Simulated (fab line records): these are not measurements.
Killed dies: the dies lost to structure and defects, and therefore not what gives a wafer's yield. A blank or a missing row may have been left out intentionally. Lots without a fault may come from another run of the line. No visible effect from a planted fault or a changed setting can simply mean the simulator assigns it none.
Problem report in the 8D (eight disciplines) form, filled by code -- flow gf180mcu -- the parts of the form that need people (team, actions taken, sign-off) are left out

## 1. THE PROBLEM
cd-nm at GF_V1_CD_MEAS_14 reads a mean of 279.0 nm on 3 wafers of 3 lots; wafers without a fault read 259.9 nm with a standard deviation of 1.4. That puts it +14 standard deviations away from the usual mean.
The step: target cd 260 nm.
First seen on wafer L392.5, day 21 21:46, on cd-sem-02. The record holds 38 wafers of 13 lots with a number at this step. Rule for "out" (also "out of limits"): further than 4 standard deviations from the usual mean. Any other wafer with a number is counted as sound.

## 2. WHAT THIS IS AND IS NOT
question,is,is not
which readings at this step,cd-nm,-
which lots,"L392, L393, L395","L384, L388, L389, L390, L391, L394, L404, L405, L406, L407"
which wafers of those lots,"L392.5, L393.5, L395.1","L392.3, L392.6, L393.2, L393.3, L395.4"
read on which gauges,"cd-sem-01, cd-sem-02",-
when,from day 21 21:46,"up to then (17 sound wafers); but 18 sound wafers of L393, L394, L395, L404, L405, L406, L407 came after"

## 3. SUSPECTS, AND WHAT RULES EACH OUT
Counting: a tool at a process step up to the reading stays a suspect if it ran every lot that is out. Sound lots after the first of them don't rule it out here, since some wafers of a struck lot are sound.
- the gauge at GF_V1_CD_MEAS_14 has been ruled out. The wafers that are out were read on 2 gauges (cd-sem-01, cd-sem-02).
- krf-scanner-02 at GF_V1_EXPOSE_11 (exposes mask Via1, target cd 260 nm): kept. It ran every lot that is out, first L392 (day 21 09:55); its last sound lot up to then is L391 (day 21 02:26).
Remaining after the count: krf-scanner-02 at GF_V1_EXPOSE_11.

## 4. THE CAUSE (what the simulator had put in)
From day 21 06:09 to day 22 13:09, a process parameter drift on krf-scanner-02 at GF_V1_EXPOSE_11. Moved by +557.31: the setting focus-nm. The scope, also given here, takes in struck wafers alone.
Only this tool survived the counting.

## 5. SEQUENCE OF EFFECTS, ordered by route
Each row: a reading whose mean over the struck wafers that have a number lies more than 3 standard deviations from the usual. Scope: only readings with a usual standard deviation given in the record; hours: median across lots of the time from each lot's start at the first step in this table that gives one to its start at this step; sigmas: change in usual standard deviations.
hours,step,reading,usual,on struck wafers,change,sigmas
0,GF_V1_CD_MEAS_14,cd-nm,259.9 nm,279.0,+19.1,+14

## 6. WHAT WOULD HAVE CAUGHT IT SOONER
16 hours passed between the start of the fault at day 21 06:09 and the first reading out of limits at a measuring or inspecting step in this record, taken at day 21 21:46.
L395, from the lots that are out (3), started GF_V1_EXPOSE_11 on krf-scanner-02 later than day 21 21:46. A tool hold placed at that time would have kept it from harm.
